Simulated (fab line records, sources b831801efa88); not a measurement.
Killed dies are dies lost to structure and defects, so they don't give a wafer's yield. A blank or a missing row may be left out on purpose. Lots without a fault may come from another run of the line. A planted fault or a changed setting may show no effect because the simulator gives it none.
One fault seen from 2 desks | flow sfq_line | each desk has only its own numbers; what lay behind them comes last

THE METROLOGY DESK
What the gauges read, lot by lot, whatever tool the lot ran on: means of the sampled wafers that have a number. A lot is out of limits, marked OUT, if its mean lies more than 4 standard deviations from the usual mean; the brackets give that distance.
Columns: A = L0_MONX_KI_RS at SFQ_L0_RS_MEAS_901, usual 43.5 ohm/sq; B = L0_MONX_KI_THK at SFQ_L0_THK_MEAS_902, usual 39.4 nm
lot  | first seen here | A              | B
L744 | day 1 12:35     | 43.5           | 39.5
L746 | day 1 22:34     | 43.6           | 39.3
L747 | day 2 03:35     | 43.5           | 39.2
L748 | day 2 08:34     | 44.0           | 38.7
L750 | day 2 19:24     | 43.9           | 38.7
L751 | day 2 23:34     | 43.4           | 39.4
L752 | day 3 04:35     | 43.9           | 38.8
L754 | day 3 14:34     | 43.2           | 39.6
L755 | day 3 19:37     | 43.2           | 39.7
L760 | day 4 20:35     | 42.9           | 40.1
L762 | day 5 06:34     | 36.7 (-15) OUT | 50.6 (+25) OUT
L766 | day 6 02:34     | 43.7           | 39.1
L767 | day 6 07:36     | 43.2           | 39.7
This desk's finding: out of limits on L762; first on L762, day 5 06:34 (L0_MONX_KI_RS at SFQ_L0_RS_MEAS_901). In limits: L744, L746, L747, L748, L750, L751, L752, L754, L755, L760, L766, L767.

THE TOOL OWNER'S DESK: pvd_sputter-04
The tool's own readings at SFQ_TRILAYER_L0_DEP_SPUTTER_003 (material MoNx KI, target thk 40 nm, time 100 s): means of the sampled wafers that have a number, for each lot that ran on this tool. A lot is out of limits, marked OUT, if its mean lies more than 4 standard deviations from the usual mean; the brackets give that distance.
Columns: A = chamber_pressure_pa at SFQ_TRILAYER_L0_DEP_SPUTTER_003, usual 0.4001 Pa; B = throttle_valve_pct at SFQ_TRILAYER_L0_DEP_SPUTTER_003, usual 29.7 %
lot  | first seen here | A      | B
L748 | day 2 08:29     | 0.4005 | 30.5
L752 | day 3 04:29     | 0.4002 | 30.7
L760 | day 4 20:29     | 0.4000 | 29.6
L762 | day 5 06:29     | 0.4006 | 30.1
This desk's finding: nothing out of limits on any of the 4 lots.

PUT TOGETHER
The metrology desk could have raised an alarm at day 5 06:34, on L762.
The tool owner's desk saw nothing out of limits.
The tool owner's desk has L762 on record, within its limits.
Of the lots named, all ran SFQ_TRILAYER_L0_DEP_SPUTTER_003 on pvd_sputter-04.

WHAT THE SIMULATOR HAD PUT IN
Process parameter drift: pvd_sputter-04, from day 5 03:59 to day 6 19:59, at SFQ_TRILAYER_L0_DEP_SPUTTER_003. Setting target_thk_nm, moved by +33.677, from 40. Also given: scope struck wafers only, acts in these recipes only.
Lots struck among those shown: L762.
Hours from the fault's start to each desk's first reading out of limits: the metrology desk, 3.
